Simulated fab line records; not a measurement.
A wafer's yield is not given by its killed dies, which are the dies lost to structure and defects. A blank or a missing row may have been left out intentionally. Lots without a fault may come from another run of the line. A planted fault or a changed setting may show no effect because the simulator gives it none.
Which of the tools did it? | flow sky130 | 72 wafers from 24 lots sampled at 6 of the route's 708 steps

WHAT THE GAUGES SHOWED, per wafer
SKY_METAL2_CD_MEAS_15: target cd 140 nm. Usual: cd-nm at 140.4 nm, with a standard deviation of 1.4.
lot  | measured     | on        | cd-nm (nm)        | flag
L074 | day 34 07:35 | cd-sem-01 | 141.6 142.0 140.6 |
L075 | day 34 20:07 | cd-sem-02 | 142.0 141.4 141.2 |
L076 | day 35 04:47 | cd-sem-01 | 140.6 140.4 140.9 |
L077 | day 35 16:38 | cd-sem-02 | 140.9 140.8 140.7 |
L078 | day 36 07:13 | cd-sem-02 | 136.7 138.1 137.5 |
L079 | day 36 21:21 | cd-sem-01 | 140.4 141.4 140.8 |
L080 | day 37 02:37 | cd-sem-02 | 138.5 138.4 141.5 |
L081 | day 37 05:43 | cd-sem-01 | 139.4 140.9 139.0 |
L082 | day 37 20:38 | cd-sem-01 | 142.5 140.9 141.8 |
L084 | day 38 02:50 | cd-sem-02 | 140.6 143.1 142.7 |
L083 | day 38 05:37 | cd-sem-01 | 141.1 139.8 142.3 |
L085 | day 38 06:51 | cd-sem-01 | 141.9 140.9 140.7 |
L086 | day 38 15:26 | cd-sem-02 | 141.8 142.8 141.0 |
L087 | day 39 00:47 | cd-sem-02 | 139.0 139.1 136.6 |
L088 | day 39 05:50 | cd-sem-02 | 141.5 139.3 137.7 |
L090 | day 40 12:11 | cd-sem-02 | 139.8 141.1 138.5 |
L091 | day 40 12:10 | cd-sem-01 | 139.9 140.2 139.5 |
L089 | day 40 12:26 | cd-sem-01 | 139.7 138.9 141.7 |
L092 | day 40 13:57 | cd-sem-02 | 143.3 143.0 141.9 |
L093 | day 40 23:13 | cd-sem-01 | 139.9 140.4 139.3 |
L094 | day 41 15:09 | cd-sem-02 | 139.7 139.0 140.3 |
L096 | day 42 07:19 | cd-sem-02 | 141.2 142.3 141.1 |
L095 | day 42 07:40 | cd-sem-01 | 137.9 139.0 138.4 |
L097 | day 42 12:25 | cd-sem-02 | 141.2 139.6 140.2 |

SKY_CAP2M_THK_MEAS_01. Usual: CAP2M_CVD_00_THK 15.47 nm, standard deviation 0.27.
lot  | measured     | on            | CAP2M_CVD_00_THK (nm) | flag
L074 | day 38 21:59 | film-metro-04 | 15.54 15.42 15.59     |
L075 | day 39 10:19 | film-metro-04 | 15.62 15.36 15.32     |
L076 | day 39 17:58 | film-metro-03 | 15.42 15.57 15.49     |
L077 | day 40 04:44 | film-metro-03 | 15.27 15.57 15.69     |
L078 | day 40 19:31 | film-metro-02 | 14.96 15.05 15.26     |
L079 | day 41 09:59 | film-metro-02 | 15.68 15.99 15.94     |
L080 | day 41 13:26 | film-metro-03 | 15.38 15.16 15.60     |
L081 | day 41 20:34 | film-metro-02 | 15.54 15.93 15.90     |
L082 | day 42 04:16 | film-metro-03 | 15.39 15.16 15.36     |
L084 | day 42 12:05 | film-metro-04 | 14.99 15.28 15.29     |
L083 | day 42 14:22 | film-metro-02 | 15.55 15.52 15.72     |
L085 | day 42 14:51 | film-metro-02 | 15.08 15.31 15.19     |
L086 | day 43 00:49 | film-metro-04 | 15.57 15.80 15.92     |
L087 | day 43 05:35 | film-metro-03 | 15.30 15.55 15.37     |
L088 | day 43 12:01 | film-metro-02 | 14.83 15.42 15.05     |
L090 | day 44 15:38 | film-metro-02 | 15.77 15.78 15.53     |
L091 | day 44 16:13 | film-metro-03 | 15.59 15.62 15.71     |
L089 | day 44 16:22 | film-metro-03 | 15.65 16.03 15.10     |
L092 | day 44 16:38 | film-metro-02 | 15.53 15.55 15.54     |
L093 | day 45 00:52 | film-metro-02 | 15.50 15.60 16.07     |
L094 | day 45 16:09 | film-metro-02 | 15.09 15.28 15.12     |
L096 | day 46 06:10 | film-metro-03 | 15.25 15.25 15.44     |
L095 | day 46 07:04 | film-metro-03 | 15.08 15.82 15.43     |
L097 | day 46 10:59 | film-metro-03 | 14.96 15.77 15.40     |

WHICH TOOL RAN EACH LOT (tool, then ch and the chambers of the sampled wafers, then the start)
lot  | SKY_LOCAL_INTERCONNECT_STRIP_15      | SKY_VIA1_CVD_21               | SKY_METAL3_METAL_ETCH_18          | SKY_METAL3_STRIP_19
L074 | plasma-asher-04 ch 0,1, day 29 12:50 | cvd-w-01 ch 0,1, day 33 04:43 | rie-metal-02 ch 0,1, day 37 17:39 | plasma-asher-02 ch 0, day 37 17:53
L075 | plasma-asher-02 ch 0,1, day 30 03:49 | cvd-w-02 ch 0,1, day 33 16:35 | rie-metal-02 ch 0,1, day 38 06:13 | plasma-asher-03 ch 0,1, day 38 06:23
L076 | plasma-asher-02 ch 0, day 30 12:25   | cvd-w-02 ch 0,1, day 34 02:00 | rie-metal-02 ch 1, day 38 14:05   | plasma-asher-02 ch 0, day 38 14:23
L077 | plasma-asher-04 ch 0,1, day 31 00:16 | cvd-w-02 ch 0, day 34 13:29   | rie-metal-03 ch 0,1, day 39 02:24 | plasma-asher-01 ch 0,1, day 39 02:34
L078 | plasma-asher-02 ch 0,1, day 31 16:10 | cvd-w-01 ch 0,1, day 35 04:22 | rie-metal-03 ch 0,1, day 39 16:04 | plasma-asher-01 ch 0,1, day 39 16:14
L079 | plasma-asher-01 ch 0,1, day 32 05:31 | cvd-w-01 ch 0,1, day 35 17:59 | rie-metal-02 ch 1, day 40 06:08   | plasma-asher-03 ch 0,1, day 40 06:25
L080 | plasma-asher-04 ch 0,1, day 32 11:17 | cvd-w-01 ch 0,1, day 36 00:01 | rie-metal-04 ch 0,1, day 40 09:34 | plasma-asher-01 ch 0,1, day 40 09:44
L081 | plasma-asher-02 ch 0,1, day 32 15:20 | cvd-w-02 ch 0,1, day 36 03:01 | rie-metal-02 ch 1, day 40 17:40   | plasma-asher-03 ch 0,1, day 40 18:01
L082 | plasma-asher-04 ch 0,1, day 33 06:55 | cvd-w-01 ch 0,1, day 36 17:52 | rie-metal-04 ch 0,1, day 41 01:10 | plasma-asher-03 ch 0,1, day 41 01:25
L084 | plasma-asher-04 ch 0,1, day 33 12:34 | cvd-w-01 ch 0,1, day 37 00:11 | rie-metal-02 ch 1, day 41 09:23   | plasma-asher-03 ch 0,1, day 41 09:39
L083 | plasma-asher-04 ch 0,1, day 33 13:47 | cvd-w-01 ch 0,1, day 37 02:40 | rie-metal-03 ch 0,1, day 41 11:58 | plasma-asher-01 ch 0,1, day 41 12:08
L085 | plasma-asher-01 ch 0,1, day 33 16:17 | cvd-w-02 ch 0,1, day 37 04:47 | rie-metal-02 ch 1, day 41 12:18   | plasma-asher-02 ch 0,1, day 41 12:34
L086 | plasma-asher-02 ch 0,1, day 34 02:10 | cvd-w-02 ch 0,1, day 37 13:46 | rie-metal-04 ch 0,1, day 41 21:34 | plasma-asher-02 ch 0,1, day 41 21:45
L087 | plasma-asher-02 ch 0,1, day 34 11:55 | cvd-w-01 ch 0,1, day 37 22:55 | rie-metal-04 ch 0,1, day 42 04:05 | plasma-asher-01 ch 0,1, day 42 04:14
L088 | plasma-asher-01 ch 0,1, day 34 15:51 | cvd-w-02 ch 0,1, day 38 03:44 | rie-metal-04 ch 0,1, day 42 10:10 | plasma-asher-01 ch 0,1, day 42 10:20
L090 | plasma-asher-01 ch 0,1, day 36 00:46 | cvd-w-02 ch 0,1, day 39 11:10 | rie-metal-03 ch 0,1, day 43 14:17 | plasma-asher-01 ch 0,1, day 43 14:26
L091 | plasma-asher-04 ch 1, day 36 01:10   | cvd-w-01 ch 0,1, day 39 11:11 | rie-metal-03 ch 0,1, day 43 14:58 | plasma-asher-01 ch 1, day 43 15:08
L089 | plasma-asher-02 ch 0,1, day 36 01:26 | cvd-w-01 ch 0,1, day 39 11:37 | rie-metal-02 ch 1, day 43 15:05   | plasma-asher-03 ch 0,1, day 43 15:22
L092 | plasma-asher-01 ch 0,1, day 36 02:52 | cvd-w-01 ch 0,1, day 39 12:57 | rie-metal-03 ch 0,1, day 43 15:26 | plasma-asher-02 ch 0,1, day 43 15:35
L093 | plasma-asher-04 ch 0,1, day 36 12:47 | cvd-w-01 ch 0,1, day 39 21:55 | rie-metal-02 ch 0,1, day 43 23:55 | plasma-asher-03 ch 0,1, day 44 00:09
L094 | plasma-asher-04 ch 0,1, day 37 05:43 | cvd-w-02 ch 0,1, day 40 14:17 | rie-metal-03 ch 0,1, day 44 15:32 | plasma-asher-02 ch 0,1, day 44 15:41
L096 | plasma-asher-01 ch 1, day 38 00:16   | cvd-w-01 ch 0,1, day 41 07:25 | rie-metal-04 ch 0, day 45 06:10   | plasma-asher-02 ch 0,1, day 45 06:21
L095 | plasma-asher-04 ch 0, day 38 00:35   | cvd-w-02 ch 0,1, day 41 07:37 | rie-metal-02 ch 0, day 45 07:15   | plasma-asher-02 ch 0,1, day 45 07:25
L097 | plasma-asher-01 ch 0,1, day 38 04:49 | cvd-w-01 ch 0,1, day 41 12:07 | rie-metal-02 ch 0,1, day 45 11:17 | plasma-asher-01 ch 0,1, day 45 11:27
- SKY_LOCAL_INTERCONNECT_STRIP_15: strips in O2/N2.
- SKY_VIA1_CVD_21: deposits W, target thk 270 nm, time 80.902 s.
- SKY_METAL3_METAL_ETCH_18: etches the open film in Cl2/BCl3, stops on SiO2, target depth 845 nm, time 183.1 s.
- SKY_METAL3_STRIP_19: strips in O2/N2.

AS READ BY THE TOOLS THEMSELVES (means over the sampled wafers that have a number; for cases with no such wafer, the mark the record gives instead)
SKY_LOCAL_INTERCONNECT_STRIP_15. Usual: drypump-motor-current-A 5.6 A, standard deviation 0.36; oes-product-au 0.426 a.u., standard deviation 0.0046; strip-time-to-endpoint-s 4.715 s, standard deviation 0.018.
lot  | tool            | drypump-motor-current-A (A) | oes-product-au (a.u.) | strip-time-to-endpoint-s (s) | flag
L074 | plasma-asher-04 | 5.7                         | 0.427                 | 4.722                        |
L075 | plasma-asher-02 | 6.0                         | 0.427                 | 4.687                        |
L076 | plasma-asher-02 | 5.9                         | 0.427                 | 4.710                        |
L077 | plasma-asher-04 | 5.7                         | 0.422                 | 4.714                        |
L078 | plasma-asher-02 | 6.0                         | 0.423                 | 4.693                        |
L079 | plasma-asher-01 | 5.2                         | 0.424                 | 4.738                        |
L080 | plasma-asher-04 | 5.8                         | 0.424                 | 4.717                        |
L081 | plasma-asher-02 | 5.9                         | 0.425                 | 4.696                        |
L082 | plasma-asher-04 | 5.8                         | 0.427                 | 4.731                        |
L084 | plasma-asher-04 | 5.7                         | 0.430                 | 4.708                        |
L083 | plasma-asher-04 | 5.8                         | 0.424                 | 4.720                        |
L085 | plasma-asher-01 | 5.2                         | 0.424                 | 4.695                        |
L086 | plasma-asher-02 | 5.9                         | 0.424                 | 4.717                        |
L087 | plasma-asher-02 | 6.0                         | 0.424                 | 4.724                        |
L088 | plasma-asher-01 | 5.1                         | 0.425                 | 4.717                        |
L090 | plasma-asher-01 | 5.1                         | 0.429                 | 4.743                        |
L091 | plasma-asher-04 | 5.9                         | 0.425                 | 4.719                        |
L089 | plasma-asher-02 | 6.0                         | 0.424                 | 4.712                        |
L092 | plasma-asher-01 | 5.1                         | 0.428                 | 4.728                        |
L093 | plasma-asher-04 | 5.8                         | 0.419                 | 4.693                        |
L094 | plasma-asher-04 | 5.8                         | 0.422                 | 4.695                        |
L096 | plasma-asher-01 | 5.2                         | 0.426                 | 4.724                        |
L095 | plasma-asher-04 | 5.5                         | 0.429                 | 4.702                        |
L097 | plasma-asher-01 | 5.1                         | 0.428                 | 4.728                        |

SKY_VIA1_CVD_21. Usual: heater-power-w at 785 W, with a standard deviation of 33.
lot  | tool     | heater-power-w (W) | flag
L074 | cvd-w-01 | 767                |
L075 | cvd-w-02 | 832                |
L076 | cvd-w-02 | 802                |
L077 | cvd-w-02 | 800                |
L078 | cvd-w-01 | 755                |
L079 | cvd-w-01 | 761                |
L080 | cvd-w-01 | 764                |
L081 | cvd-w-02 | 830                |
L082 | cvd-w-01 | 760                |
L084 | cvd-w-01 | 767                |
L083 | cvd-w-01 | 763                |
L085 | cvd-w-02 | 832                |
L086 | cvd-w-02 | 812                |
L087 | cvd-w-01 | 768                |
L088 | cvd-w-02 | 825                |
L090 | cvd-w-02 | 787                |
L091 | cvd-w-01 | 760                |
L089 | cvd-w-01 | 764                |
L092 | cvd-w-01 | 770                |
L093 | cvd-w-01 | 761                |
L094 | cvd-w-02 | 786                |
L096 | cvd-w-01 | 764                |
L095 | cvd-w-02 | 788                |
L097 | cvd-w-01 | 766                |

SKY_METAL3_METAL_ETCH_18. Usual: drypump-motor-current-A 5.8 A, standard deviation 0.4; oes-product-au 0.866 a.u., standard deviation 0.006; throttle-valve-pct 22.263 %, standard deviation 0.0088.
lot  | tool         | drypump-motor-current-A (A) | oes-product-au (a.u.) | throttle-valve-pct (%) | flag
L074 | rie-metal-02 | 5.5                         | 0.870                 | 22.254                 |
L075 | rie-metal-02 | 5.2                         | 0.870                 | 22.264                 |
L076 | rie-metal-02 | 5.8                         | 0.867                 | 22.265                 |
L077 | rie-metal-03 | 6.1                         | 0.860                 | 22.259                 |
L078 | rie-metal-03 | 5.9                         | 0.867                 | 22.272                 |
L079 | rie-metal-02 | 5.8                         | 0.864                 | 22.267                 |
L080 | rie-metal-04 | 5.7                         | 0.872                 | 22.257                 |
L081 | rie-metal-02 | 5.8                         | 0.870                 | 22.259                 |
L082 | rie-metal-04 | 5.8                         | 0.867                 | 22.269                 |
L084 | rie-metal-02 | 5.8                         | 0.859                 | 22.265                 |
L083 | rie-metal-03 | 6.1                         | 0.861                 | 22.261                 |
L085 | rie-metal-02 | 5.8                         | 0.871                 | 22.270                 |
L086 | rie-metal-04 | 6.0                         | 0.866                 | 22.261                 |
L087 | rie-metal-04 | 6.0                         | 0.866                 | 22.262                 |
L088 | rie-metal-04 | 5.7                         | 0.875                 | 22.265                 |
L090 | rie-metal-03 | 5.9                         | 0.864                 | 22.259                 |
L091 | rie-metal-03 | 5.9                         | 0.871                 | 22.262                 |
L089 | rie-metal-02 | 5.8                         | 0.862                 | 22.257                 |
L092 | rie-metal-03 | 6.1                         | 0.866                 | 22.258                 |
L093 | rie-metal-02 | 5.5                         | 0.866                 | 22.257                 |
L094 | rie-metal-03 | 6.1                         | 0.868                 | 22.271                 |
L096 | rie-metal-04 | 5.5                         | 0.869                 | 22.273                 |
L095 | rie-metal-02 | 4.9                         | 0.864                 | 22.261                 |
L097 | rie-metal-02 | 5.2                         | 0.870                 | 22.265                 |

SKY_METAL3_STRIP_19. Usual: drypump-motor-current-A 5.7 A, standard deviation 0.49; oes-product-au 0.503 a.u., standard deviation 0.0058; strip-time-to-endpoint-s 6.55 s, standard deviation 0.08.
lot  | tool            | drypump-motor-current-A (A) | oes-product-au (a.u.) | strip-time-to-endpoint-s (s) | flag
L074 | plasma-asher-02 | 5.9                         | 0.499                 | 6.51                         |
L075 | plasma-asher-03 | 5.7                         | 0.506                 | 6.62                         |
L076 | plasma-asher-02 | 5.8                         | 0.507                 | 6.58                         |
L077 | plasma-asher-01 | 5.1                         | 0.501                 | 6.48                         |
L078 | plasma-asher-01 | 5.2                         | 0.502                 | 6.51                         |
L079 | plasma-asher-03 | 5.8                         | 0.507                 | 6.58                         |
L080 | plasma-asher-01 | 5.2                         | 0.501                 | 6.47                         |
L081 | plasma-asher-03 | 5.7                         | 0.508                 | 6.57                         |
L082 | plasma-asher-03 | 6.1                         | 0.495                 | 6.43                         |
L084 | plasma-asher-03 | 5.8                         | 0.504                 | 6.59                         |
L083 | plasma-asher-01 | 5.2                         | 0.504                 | 6.57                         |
L085 | plasma-asher-02 | 5.9                         | 0.501                 | 6.62                         |
L086 | plasma-asher-02 | 6.0                         | 0.503                 | 6.52                         |
L087 | plasma-asher-01 | 5.1                         | 0.500                 | 6.47                         |
L088 | plasma-asher-01 | 5.2                         | 0.496                 | 6.49                         |
L090 | plasma-asher-01 | 5.2                         | 0.505                 | 6.56                         |
L091 | plasma-asher-01 | 5.2                         | 0.504                 | 6.60                         |
L089 | plasma-asher-03 | 6.1                         | 0.506                 | 6.62                         |
L092 | plasma-asher-02 | 6.1                         | 0.506                 | 6.66                         |
L093 | plasma-asher-03 | 6.1                         | 0.507                 | 6.60                         |
L094 | plasma-asher-02 | 6.1                         | 0.500                 | 6.57                         |
L096 | plasma-asher-02 | 6.1                         | 0.503                 | 6.58                         |
L095 | plasma-asher-02 | 6.0                         | 0.509                 | 6.64                         |
L097 | plasma-asher-01 | 5.1                         | 0.504                 | 6.57                         |

THE ANSWER, worked out from the rows above alone
Rule: a lot is off if the mean of its wafers that have a number lies more than 3 standard deviations from the usual mean. Also off: a lot with no number at a reading for which 4 or more lots have one. Where the step has rows for the other lots, those lots are counted as sound. After the gauges, taken in route order, come the tools' own readings; for these a lot's mean is taken, as printed above. The first step at which some lot is off is used, and at that step the reading that is off furthest; a lot without a number counts as furthest.
No lot is off at any reading shown: from this, nothing can be told.

WHAT THE SIMULATOR HAD PUT IN
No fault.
